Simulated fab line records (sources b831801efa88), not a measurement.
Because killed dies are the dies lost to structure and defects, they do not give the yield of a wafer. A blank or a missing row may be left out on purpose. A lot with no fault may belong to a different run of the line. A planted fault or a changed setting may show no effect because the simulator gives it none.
Which tool did it? / flow sky130 / 6 lots, 18 wafers sampled, at 1 step of a route of 708

WHAT THE GAUGES SHOWED, per wafer
SKY_SD_N_RS_MEAS_18: measures by four-point-probe.
lot=L561; measured=day 28 14:23; on=film metro-01; RES_XHIGH_RS (ohm/sq)=335.8 334.3 335.5
lot=L564; measured=day 30 00:49; on=film metro-04; RES_XHIGH_RS (ohm/sq)=333.5 335.9 333.9
lot=L570; measured=day 31 22:10; on=film metro-01; RES_XHIGH_RS (ohm/sq)=332.9 332.6 332.8
lot=L572; measured=day 32 12:10; on=film metro-04; RES_XHIGH_RS (ohm/sq)=332.7 333.5 333.8
lot=L580; measured=day 35 00:31; on=film metro-01; RES_XHIGH_RS (ohm/sq)=331.5 333.1 332.9
lot=L582; measured=day 35 13:51; on=film metro-04; RES_XHIGH_RS (ohm/sq)=334.8 335.7 334.0

TOOL THAT RAN EACH LOT (tool first, then ch and the chambers of the sampled wafers, then the start)
There is no process step in the record ahead of these readings.

THE ANSWER, worked out from the rows above alone
Rule: what is usual is taken from the lots themselves. The widest of any qualifying gaps counts: lots, ordered by their means at a reading, are off when they make up no more than a third of the lots, leave a main group of 4 or more, and stand apart from it by 3 or more times the standard deviation of that group's means. If all means in a main group match to the digits the tables above print for the reading, that group is not used. A lot without any number at a reading at which 4 lots or more have one is off too. Any other lot the step has rows for is counted as sound.
None of the lots is off at any reading shown; this tells nothing.

WHAT HAD BEEN PUT IN BY THE SIMULATOR
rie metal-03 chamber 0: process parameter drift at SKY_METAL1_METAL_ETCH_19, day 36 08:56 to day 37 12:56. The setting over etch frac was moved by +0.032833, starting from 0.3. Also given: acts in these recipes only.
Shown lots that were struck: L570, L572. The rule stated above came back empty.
